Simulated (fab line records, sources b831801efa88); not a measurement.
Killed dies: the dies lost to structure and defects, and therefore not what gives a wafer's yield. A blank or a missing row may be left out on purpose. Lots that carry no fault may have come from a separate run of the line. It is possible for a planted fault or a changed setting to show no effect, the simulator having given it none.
Struck lot and sound lot, side by side ; flow sky130 ; 30 steps out of a route of 708
Sound: these wafers, L132.2, L132.3, L132.5. The struck wafers were L137.2, L137.3, L137.4. At the end, the cause is stated.
At each step with rows: each side's tool, then ch and its chambers, then its first start. Under that, the readings that differ: sound wafers ; struck wafers ; difference of the means ; sigmas: that difference in standard deviations of wafers without a fault.
alike: same words and numbers on both sides, and readings whose means sit less than 2 such deviations apart. not compared: any withheld reading, any reading some wafer has no value for, any bound like >300 that may hide the same value, and any number with overlapping values for which the record gives no deviation.
A row with sigmas, a row that says differs or no value, or rows on one side alone: a step with any of these is where the two part. Numbers that have no deviation but don't overlap get no sigmas and don't part them. Lack of a reading on every wafer of one side parts them only where that side has two or more wafers.

first, 5 steps without rows for these wafers: SKY_SONOS_ONO_COAT_08 (resist thk 1140 nm); SKY_SONOS_ONO_SOFTBAKE_09 (time 60 s); SKY_SONOS_ONO_EXPOSE_10 (exposes mask ONOM, target cd 410 nm); SKY_SONOS_ONO_PEB_11; SKY_SONOS_ONO_DEVELOP_12 (develop time 60 s).
SKY_SONOS_ONO_CD_MEAS_13: the cd target is 410 nm.
  sound on cd sem-02, day 11 03:14; struck on cd sem-01, day 14 15:13
  alike: cd nm
SKY_SONOS_ONO_OVL_MEAS_14:
  sound on overlay-02, day 11 03:20; struck on overlay-02, day 14 15:19
  alike: SONOS_ONO_OVL
SKY_SONOS_ONO_ETCH_15: etches the open film in CHF3/O2, target depth 19.52 nm, time 7.8 s.
  sound on rie diel-03 ch 0,2,3, day 11 03:22; struck on rie diel-03 ch 1,3, day 14 15:21
  alike: drypump motor current A, oes product au, throttle valve pct
  not compared: rf hours counter h
then, 1 step without rows for these wafers: SKY_SONOS_ONO_WET_ETCH_16 (etches SiO2 in dHF, target depth 14 nm, time 280 s).
SKY_SONOS_ONO_STRIP_17: strips in O2/N2.
  sound on plasma asher-04 ch 0,1, day 11 03:34; struck on plasma asher-03 ch 0,1, day 14 15:32
  alike: drypump motor current A, oes product au, strip time to endpoint s
  not compared: rf hours counter h
then, 2 steps without rows for these wafers: SKY_SONOS_ONO_WET_ETCH_18 (etches Si3N4 in H3PO4, target depth 15 nm, time 172 s); SKY_GATE_OXIDE_CLEAN_00 (cleans in SC1/SC2, time 150 s).
SKY_GATE_OXIDE_OXIDATION_01: stabilise 600 s, purge 300 s, target thk 10.268 nm.
  sound on furnace-02 ch 0, day 11 03:52; struck on furnace-02 ch 0, day 14 16:28
reading;sound;struck;difference;sigmas
spike tc centre C (C);902.1 900.3 898.9;924.1 922.8 923.9;+23.2;+23
zone power centre pct (%);15.97 16.05 16.11;23.02 22.52 22.40;+6.60;+37
zone power lower pct (%);20.2 20.1 20.3;15.4 15.0 15.4;-4.9;-5
zone power upper pct (%);18.2 18.3 18.4;13.9 14.0 13.7;-4.4;-9
model.SiO2_of_GATE_OXIDE_OXIDATION_01.thk nm (nm);10.09 10.25 10.13;10.8 10.58 10.44;+0.5;
  alike: spike tc bottom C, spike tc upper C, zone power top pct
SKY_GATE_OXIDE_THK_MEAS_02:
  sound on film metro-01, day 11 05:17; struck on film metro-03, day 14 17:53
reading;sound;struck;difference;sigmas
GATE_OXIDE_OXIDATION_00_THK (nm);10.09 10.24 10.14;10.88 10.60 10.45;+0.49;+2
then, 7 steps without rows for these wafers: SKY_GATE_OXIDE_DEHYDRATE_03 (time 60 s); SKY_GATE_OXIDE_HMDS_04 (prime time 60 s); SKY_GATE_OXIDE_COAT_05 (resist thk 1140 nm); SKY_GATE_OXIDE_SOFTBAKE_06 (time 60 s); SKY_GATE_OXIDE_EXPOSE_07 (exposes mask LVOM, target cd 600 nm); SKY_GATE_OXIDE_PEB_08; SKY_GATE_OXIDE_DEVELOP_09 (develop time 60 s).
SKY_GATE_OXIDE_OVL_MEAS_10:
  sound on overlay-01, day 12 06:28; struck on overlay-02, day 15 20:37
  alike: GATE_OXIDE_OVL
then, 2 steps without rows for these wafers: SKY_GATE_OXIDE_IMPLANT_11; SKY_GATE_OXIDE_WET_ETCH_12 (etches SiO2 in dHF, target depth 16.8 nm, time 336 s).
SKY_GATE_OXIDE_STRIP_13: strips in O2/N2.
  sound on plasma asher-02 ch 0,1, day 12 06:44; struck on plasma asher-01 ch 0,1, day 15 20:54
  alike: drypump motor current A, oes product au, strip time to endpoint s
  not compared: rf hours counter h
SKY_GATE_OXIDE_TW_MEAS_14:
  sound on film metro-01, day 12 06:51; struck on film metro-01, day 15 21:01
  alike: GATE_OXIDE_TW
then, 1 step without rows for these wafers: SKY_GATE_OXIDE_CLEAN_15 (cleans in SC1/SC2, time 150 s).
SKY_GATE_OXIDE_OXIDATION_16: stabilise 600 s, purge 300 s, target thk 3.57 nm.
  sound on furnace-01 ch 0, day 12 08:42; struck on furnace-02 ch 0, day 15 22:09
reading;sound;struck;difference;sigmas
zone power lower pct (%);14.3 14.0 14.1;15.8 15.5 15.6;+1.5;+2
model.SiO2_of_GATE_OXIDE_OXIDATION_01.thk nm (nm);11.49 11.65 11.53;12.12 11.92 11.81;+0.39;
  alike: spike tc bottom C, spike tc centre C, spike tc upper C, zone power centre pct, zone power top pct, zone power upper pct
then, 1 step without rows for these wafers: SKY_POLY_GATE_CVD_00 (deposits poly-Si, target thk 180 nm, time 720 s).
-- a jump in the record: the struck wafers' starts before and after are 31 days apart (it breaks off in module POLY_GATE and resumes in module PAD_OPEN, where the first step shown is number 708 of the route) --
SKY_PAD_OPEN_PROBE_99:
  sound on prober-02, day 44 18:47; struck on prober-01, day 47 06:56
reading;sound;struck;difference;sigmas
model.etest.tip sonos.rs ohm sq;2606 2640 2639;2756 2705 2669;+82;
model.etest.nfet g5v0d10v5.r on ohm um;1892 1888 1875;1917 1917 1900;+26;
model.etest.nfet g5v0d10v5.drive ua um;606.5 606.5 608.5;582.9 585.3 595.5;-19.3;
model.etest.nfet_05v0_nvt.drive ua um;582.2 572.2 580;557.4 563.2 567.8;-15.3;
model.etest.nfet_16v.drive ua um;226.8 224.6 226.4;214 217.5 219;-9;
  alike: killed_at_M0_to_M3, killed_at_M4_up, killed at contacts, killed at front end, killed at other, killed dies, killed open, killed short
  not compared: model.etest.nfet_16v.r on ohm um, model.etest.pfet g5v0d10v5.r on ohm um, model.etest.pfet g5v0d10v5.drive ua um

## WHERE THEY PART
Earliest at SKY_GATE_OXIDE_OXIDATION_01; latest, in this record, at SKY_GATE_OXIDE_OXIDATION_16. Later steps at which nothing parts them and some readings are alike: SKY_PAD_OPEN_PROBE_99.

WHY: what had been put in by the simulator
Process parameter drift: furnace-02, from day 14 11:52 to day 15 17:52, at SKY_GATE_OXIDE_OXIDATION_01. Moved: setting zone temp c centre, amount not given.
